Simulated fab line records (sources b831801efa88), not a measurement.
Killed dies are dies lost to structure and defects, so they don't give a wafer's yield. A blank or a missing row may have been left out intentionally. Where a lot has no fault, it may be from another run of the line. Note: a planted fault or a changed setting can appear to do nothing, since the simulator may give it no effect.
Struck lot and sound lot, side by side ; flow sky130 ; 14 out of 708 route steps
Sound: these wafers, L721.2, L721.3, L721.4. The struck wafers were L712.1, L712.2, L712.5. The cause comes at the end.
Order at every step that has rows: each side's tool, ch and its chambers, its first start. Under that, the readings that differ: sound wafers ; struck wafers ; difference of the means ; sigmas: that difference in standard deviations of wafers without a fault.
alike: readings with means less than 2 such deviations apart, plus words and numbers identical on both sides. not compared: withheld readings, readings lacking a value on some wafer, bounds such as >300 that could conceal the same value, and numbers that have no deviation in the record and whose values overlap.
A row with sigmas, a row that says differs or no value, or rows on one side alone: a step with any of these is where the two part. When numbers do not overlap yet have no deviation, they are printed without sigmas and do not part them. A reading that every wafer of one side lacks parts them only if that side has two wafers or more.

SKY_POLY_GATE_ETCH_15: etches BARC in N2/H2, stops on SiO2, time 118.5 s, target depth 110 nm.
  sound on rieDiel-02 ch 0,1,3, day 21 18:08; struck on rieDiel-01 ch 2,3, day 18 17:53
  alike: drypumpMotorCurrentA, oesProductAu, throttleValvePct
  not compared: rfHoursCounterH
SKY_POLY_GATE_ETCH_16: etches Si3N4 in CH3F/O2, stops on poly-Si, time 147.5 s, target depth 75 nm.
  sound on rieDiel-02 ch 0,1,3, day 21 18:13; struck on rieDiel-01 ch 2,3, day 18 17:58
  alike: drypumpMotorCurrentA, oesProductAu, throttleValvePct
  not compared: rfHoursCounterH
SKY_POLY_GATE_ETCH_17: etches poly-Si in HBr/Cl2, stops on SiO2, target depth 180 nm, time 70.5 s.
  sound on rieSi-02 ch 2,3, day 21 18:19; struck on rieSi-01 ch 1,3, day 18 18:04
  alike: drypumpMotorCurrentA, oesProductAu, throttleValvePct
  not compared: rfHoursCounterH
SKY_POLY_GATE_STRIP_18: strips in O2/N2.
  sound on plasmaAsher-02 ch 0,1, day 21 18:23; struck on plasmaAsher-02 ch 0,1, day 18 18:08
  alike: drypumpMotorCurrentA, oesProductAu, stripTimeToEndpointS
  not compared: rfHoursCounterH
then, 2 steps without rows for these wafers: SKY_POLY_GATE_CLEAN_19 (cleans in SC1/SC2, time 150 s); SKY_POLY_GATE_OXIDATION_20 (stabilise 600 s, purge 300 s, target thk 4 nm).
SKY_POLY_GATE_THK_MEAS_21:
  sound on filmMetro-01 at day 21 19:47; struck on filmMetro-01 at day 18 20:43
  alike: POLY_GATE_OXIDATION_THK
SKY_POLY_GATE_CD_MEAS_22:
  sound on cdSem-02 at day 21 19:52; struck on cdSem-02 at day 18 20:47
  alike: cdNm
then, 4 steps without rows for these wafers: SKY_LDD_N_DEHYDRATE_00 (time 60 s); SKY_LDD_N_HMDS_01 (prime time 60 s); SKY_LDD_N_COAT_02 (resist thk 300 nm); SKY_LDD_N_SOFTBAKE_03 (time 60 s).
SKY_LDD_N_EXPOSE_04: exposes mask NTM, target cd 840 nm.
  struck on ilineStepper-01, day 19 11:49; sound on ilineStepper-01 ch 0, day 22 10:47
  no value came back on the struck wafers for exposureDoseMJCm2, focusOffsetNm (nm); on the sound wafers exposureDoseMJCm2 reads 110.12 110.07 109.84
  alike: mask
then, 1 step without rows for these wafers: SKY_LDD_N_PEB_05.

WHERE THEY PART
SKY_LDD_N_EXPOSE_04 only, going by this record.

WHY: the cause the simulator had injected
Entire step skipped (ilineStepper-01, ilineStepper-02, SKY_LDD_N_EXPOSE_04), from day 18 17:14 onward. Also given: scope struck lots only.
